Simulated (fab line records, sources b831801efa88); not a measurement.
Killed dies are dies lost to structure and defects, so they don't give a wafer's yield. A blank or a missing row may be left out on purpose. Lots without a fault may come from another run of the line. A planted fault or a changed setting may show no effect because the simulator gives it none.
Tool commonality check | flow sky130 | 14 lots, 42 wafers sampled

WHY IT WAS OPENED
At SKY_SD_N_CD_MEAS_07 the reading cd_nm is flagged on 2 of 14 lots. Wafers without a fault read 380.5 nm, standard deviation 2.8.
Rule: a lot is flagged when every wafer of it that has a number lies more than 4 standard deviations from that mean, or none has a number. The other lots count as sound.

lot  | measured     | on        | cd_nm (nm), wafer by wafer | flag
L578 | day 28 16:14 | cd_sem-02 | 376.1 376.6 375.7          |
L579 | day 29 20:16 | cd_sem-01 | 376.5 377.0 374.4          |
L580 | day 29 20:45 | cd_sem-01 | 380.8 380.5 381.7          |
L587 | day 31 20:34 | cd_sem-02 | 435.3 431.5 435.6          | FLAGGED
L588 | day 32 04:52 | cd_sem-01 | 432.7 435.7 432.1          | FLAGGED
L590 | day 32 13:41 | cd_sem-01 | 385.6 384.6 386.6          |
L591 | day 33 00:59 | cd_sem-02 | 378.8 379.6 379.6          |
L592 | day 33 07:32 | cd_sem-02 | 380.8 378.9 379.5          |
L593 | day 33 18:07 | cd_sem-01 | 385.9 383.8 383.9          |
L595 | day 33 21:49 | cd_sem-01 | 383.1 384.3 382.6          |
L596 | day 34 17:19 | cd_sem-02 | 380.0 380.2 381.1          |
L597 | day 35 02:56 | cd_sem-01 | 379.8 379.7 381.0          |
L598 | day 35 07:37 | cd_sem-01 | 376.6 378.3 378.4          |
L599 | day 35 17:45 | cd_sem-02 | 381.5 379.1 377.5          |
The numbers of the flagged lots are 433.8 nm on average: +53.3 nm against the usual, or +19 standard deviations.

WHICH TOOL RAN EACH LOT
The record holds 2 process steps before the reading, out of a route of 708 steps. In each cell: the tool, then ch and the chambers that the sampled wafers went through, then the start.
lot  | flag    | SKY_LDD_HVP_STRIP_09                 | SKY_SD_N_COAT_02
L578 |         | plasma_asher-02 ch 0,1, day 22 09:22 | litho_track-01 ch 0, day 28 01:25
L579 |         | plasma_asher-03 ch 0,1, day 23 14:34 | litho_track-01 ch 0, day 29 05:40
L580 |         | plasma_asher-03 ch 0,1, day 23 18:12 | litho_track-02 ch 0, day 29 05:58
L587 | FLAGGED | plasma_asher-02 ch 0,1, day 25 20:35 | litho_track-02 ch 0, day 31 07:13
L588 | FLAGGED | plasma_asher-02 ch 0,1, day 26 05:13 | litho_track-02 ch 0, day 31 15:07
L590 |         | plasma_asher-02 ch 0,1, day 26 14:46 | litho_track-03 ch 0, day 31 23:47
L591 |         | plasma_asher-02 ch 0,1, day 27 03:04 | litho_track-01 ch 0, day 32 11:37
L592 |         | plasma_asher-01 ch 0,1, day 27 10:55 | litho_track-01 ch 0, day 32 18:07
L593 |         | plasma_asher-02 ch 0,1, day 27 22:31 | litho_track-03 ch 0, day 33 04:20
L595 |         | plasma_asher-02 ch 0,1, day 28 01:37 | litho_track-03 ch 0, day 33 08:49
L596 |         | plasma_asher-01 ch 0,1, day 28 22:05 | litho_track-02 ch 0, day 34 03:07
L597 |         | plasma_asher-01 ch 0,1, day 29 07:16 | litho_track-02 ch 0, day 34 13:47
L598 |         | plasma_asher-03 ch 1, day 29 13:37   | litho_track-03 ch 0, day 34 18:38
L599 |         | plasma_asher-01 ch 0,1, day 30 00:22 | litho_track-01 ch 0, day 35 04:18
What these steps do:
- SKY_LDD_HVP_STRIP_09: strips in O2/N2.
- SKY_SD_N_COAT_02: resist thk 1140 nm.
- SKY_SD_N_CD_MEAS_07: target cd 380 nm.

FLAGGED OVER TOTAL, TOOL BY TOOL (the gauges that took the reading come last)
step                 | tool            | lots run | flagged | share of the flagged lots | sound lots run after its first flagged lot
SKY_LDD_HVP_STRIP_09 | plasma_asher-01 | 4        | 0       | none                      | -
SKY_LDD_HVP_STRIP_09 | plasma_asher-02 | 7        | 2       | all                       | 4 (L590,L591,L593,L595)
SKY_LDD_HVP_STRIP_09 | plasma_asher-03 | 3        | 0       | none                      | -
SKY_SD_N_COAT_02     | litho_track-01  | 5        | 0       | none                      | -
SKY_SD_N_COAT_02     | litho_track-02  | 5        | 2       | all                       | 2 (L596,L597)
SKY_SD_N_COAT_02     | litho_track-03  | 4        | 0       | none                      | -
SKY_SD_N_CD_MEAS_07  | cd_sem-01       | 8        | 1       | some                      | 5 (L590,L593,L595,L597,L598)
SKY_SD_N_CD_MEAS_07  | cd_sem-02       | 6        | 1       | some                      | 4 (L591,L592,L596,L599)

WHAT THE TABLE ALLOWS
2 rows of the table ran every flagged lot: plasma_asher-02 at SKY_LDD_HVP_STRIP_09, litho_track-02 at SKY_SD_N_COAT_02.
- plasma_asher-02 at SKY_LDD_HVP_STRIP_09: 2 of its 7 lots flagged. Sound lots ran on it after the first flagged one (L590, L591, L593, L595), which a lasting fault on the whole tool wouldn't allow.
- litho_track-02 at SKY_SD_N_COAT_02: 2 of its 5 lots flagged. Sound lots ran on it after the first flagged one (L596, L597), which a lasting fault on the whole tool wouldn't allow.
No row of the table ran every flagged lot and no sound lot after the first.

WHAT THE SIMULATOR HAD PUT IN
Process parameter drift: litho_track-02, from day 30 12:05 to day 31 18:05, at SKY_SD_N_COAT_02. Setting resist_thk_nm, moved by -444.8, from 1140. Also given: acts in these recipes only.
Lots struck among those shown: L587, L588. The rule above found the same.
